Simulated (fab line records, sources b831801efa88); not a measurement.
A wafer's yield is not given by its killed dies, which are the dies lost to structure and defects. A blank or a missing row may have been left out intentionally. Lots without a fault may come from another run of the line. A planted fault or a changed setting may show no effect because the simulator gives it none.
A lot that was struck, set against a sound lot | flow gf180mcu | 43 steps out of a route of 602
Sound: the wafers L533.2, L533.5, L533.6. Struck: wafer L538.5. (L538.4, L538.6 of the same lot were not struck and are left out.) The cause comes at the end.
Each step with rows lists, per side, the tool, then ch with its chambers, then its first start. Under that, the readings that differ: sound wafers | struck wafers | difference of the means | sigmas: that difference in standard deviations of wafers without a fault.
alike: readings with means less than 2 such deviations apart, plus words and numbers identical on both sides. not compared: withheld readings, readings lacking a value on some wafer, bounds such as >300 that could conceal the same value, and numbers that have no deviation in the record and whose values overlap.
A row with sigmas, a row that says differs or no value, or rows on one side alone: a step with any of these is where the two part. When numbers do not overlap yet have no deviation, they are printed without sigmas and do not part them. Lack of a reading on every wafer of one side parts them only where that side has two or more wafers.

first, 2 steps without rows for these wafers: GF_DUAL_GATE_CLEAN_01 (cleans in dHF, time 20 s); GF_DUAL_GATE_OXIDATION_02 (stabilise 600 s, purge 300 s, target thk 10.887 nm).
GF_DUAL_GATE_THK_MEAS_03:
  sound: film-metro-02 at day 8 12:41; struck: film-metro-01 at day 9 22:10
  alike: DUAL_GATE_OXIDATION_00_THK
then, 7 steps without rows for these wafers: GF_DUAL_GATE_DEHYDRATE_04 (time 60 s); GF_DUAL_GATE_HMDS_05 (prime time 60 s); GF_DUAL_GATE_COAT_06 (resist thk 1000 nm); GF_DUAL_GATE_SOFTBAKE_07 (time 60 s); GF_DUAL_GATE_EXPOSE_08 (exposes mask Dualgate, target cd 700 nm); GF_DUAL_GATE_PEB_09; GF_DUAL_GATE_DEVELOP_10 (develop time 60 s).
GF_DUAL_GATE_OVL_MEAS_11:
  sound: overlay-02 at day 9 05:22; struck: overlay-02 at day 10 15:55
  alike: DUAL_GATE_OVL
then, 1 step without rows for these wafers: GF_DUAL_GATE_WET_ETCH_12 (etches SiO2 in dHF, target depth 13 nm, time 260 s).
GF_DUAL_GATE_STRIP_13: strips in O2/N2.
  sound on plasma-asher-04 ch 0,1, day 9 05:28; struck on plasma-asher-01 ch 0, day 10 16:04
  reading               | sound             | struck | difference | sigmas
  oes-product-au (a.u.) | 0.716 0.712 0.718 | 0.730  | +0.015     | +3
  alike: drypump-motor-current-A, heater-power-w, n2-flow-sccm, platen-temp-c, strip-time-to-endpoint-s
  not compared: rf-hours-counter-h
then, 3 steps without rows for these wafers: GF_DUAL_GATE_CLEAN_14 (cleans in SC1/SC2, time 150 s); GF_DUAL_GATE_OXIDATION_15 (stabilise 600 s, purge 300 s, target thk 7.098 nm); GF_POLY_GATE_CVD_00 (deposits poly-Si, target thk 200 nm, time 1200 s).
GF_POLY_GATE_THK_MEAS_01:
  sound: film-metro-04 at day 9 09:13; struck: film-metro-03 at day 10 19:28
  alike: POLY_GATE_CVD_00_THK
then, 8 steps without rows for these wafers: GF_POLY_GATE_DEHYDRATE_02 (time 60 s); GF_POLY_GATE_HMDS_03 (prime time 60 s); GF_POLY_GATE_COAT_04; GF_POLY_GATE_COAT_05 (resist thk 700 nm); GF_POLY_GATE_SOFTBAKE_06 (time 60 s); GF_POLY_GATE_EXPOSE_07 (exposes mask Poly2, target cd 280 nm); GF_POLY_GATE_PEB_08 (peb time 90 s); GF_POLY_GATE_DEVELOP_09 (develop time 60 s).
GF_POLY_GATE_CD_MEAS_10: the cd target is 280 nm.
  sound: cd-sem-02 at day 10 02:58; struck: cd-sem-02 at day 11 14:22
  reading    | sound             | struck | difference | sigmas
  cd-nm (nm) | 280.2 280.8 280.6 | 278.3  | -2.2       | -2
GF_POLY_GATE_OVL_MEAS_11:
  sound: overlay-02 at day 10 03:05; struck: overlay-01 at day 11 14:26
  alike: POLY_GATE_OVL
GF_POLY_GATE_ETCH_12: etches BARC in N2/H2.
  sound on rie-diel-03 ch 0,3, day 10 03:07; struck on rie-diel-04 ch 0, day 11 14:28
  alike: drypump-motor-current-A, n2-flow-sccm, oes-product-au, throttle-valve-pct
GF_POLY_GATE_ETCH_13: etches poly-Si in HBr/Cl2, stops on SiO2, target depth 198.5 nm, time 69.6 s.
  sound on rie-si-02 ch 0,1, day 10 03:10; struck on rie-si-02 ch 3, day 11 14:31
  alike: HBr_flow_sccm, drypump-motor-current-A, oes-product-au, throttle-valve-pct
  not compared: rf-hours-counter-h
GF_POLY_GATE_STRIP_14: strips in O2/N2.
  sound on plasma-asher-02 ch 0,1, day 10 03:13; struck on plasma-asher-02 ch 1, day 11 14:35
  alike: drypump-motor-current-A, heater-power-w, n2-flow-sccm, oes-product-au, platen-temp-c
  not compared: rf-hours-counter-h
then, 2 steps without rows for these wafers: GF_POLY_GATE_CLEAN_15 (cleans in SC1/SC2, time 150 s); GF_POLY_GATE_OXIDATION_16 (stabilise 600 s, purge 300 s, target thk 4 nm).
GF_POLY_GATE_THK_MEAS_17:
  sound: film-metro-03 at day 10 04:38; struck: film-metro-03 at day 11 16:02
  alike: POLY_GATE_OXIDATION_THK
GF_POLY_GATE_CD_MEAS_18:
  sound: cd-sem-01 at day 10 04:42; struck: cd-sem-02 at day 11 16:10
  alike: cd-nm
then, 7 steps without rows for these wafers: GF_HV_LDD_DEHYDRATE_00 (time 60 s); GF_HV_LDD_HMDS_01 (prime time 60 s); GF_HV_LDD_COAT_02 (resist thk 1000 nm); GF_HV_LDD_SOFTBAKE_03 (time 60 s); GF_HV_LDD_EXPOSE_04 (exposes mask Nplus LV AREA, target cd 400 nm); GF_HV_LDD_PEB_05; GF_HV_LDD_DEVELOP_06 (develop time 60 s).
GF_HV_LDD_CD_MEAS_07: the cd target is 400 nm.
  sound: cd-sem-01 at day 10 22:47; struck: cd-sem-02 at day 12 11:13
  alike: cd-nm
-- here the record skips 19 days between the struck wafers' starts before and after, leaving off in module HV_LDD and picking up in module PASSIVATION (first step shown: number 602 of the route) --
GF_PASSIVATION_PROBE_99:
  rows exist in the record for the struck wafers here (prober-02, day 31 14:08), but not for the sound ones

## WHERE THEY PART
First at GF_DUAL_GATE_STRIP_13; last, within this record, at GF_PASSIVATION_PROBE_99.

WHY: the cause the simulator had injected
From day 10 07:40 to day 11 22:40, plasma-asher-01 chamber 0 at GF_DUAL_GATE_STRIP_13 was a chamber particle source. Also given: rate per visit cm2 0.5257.
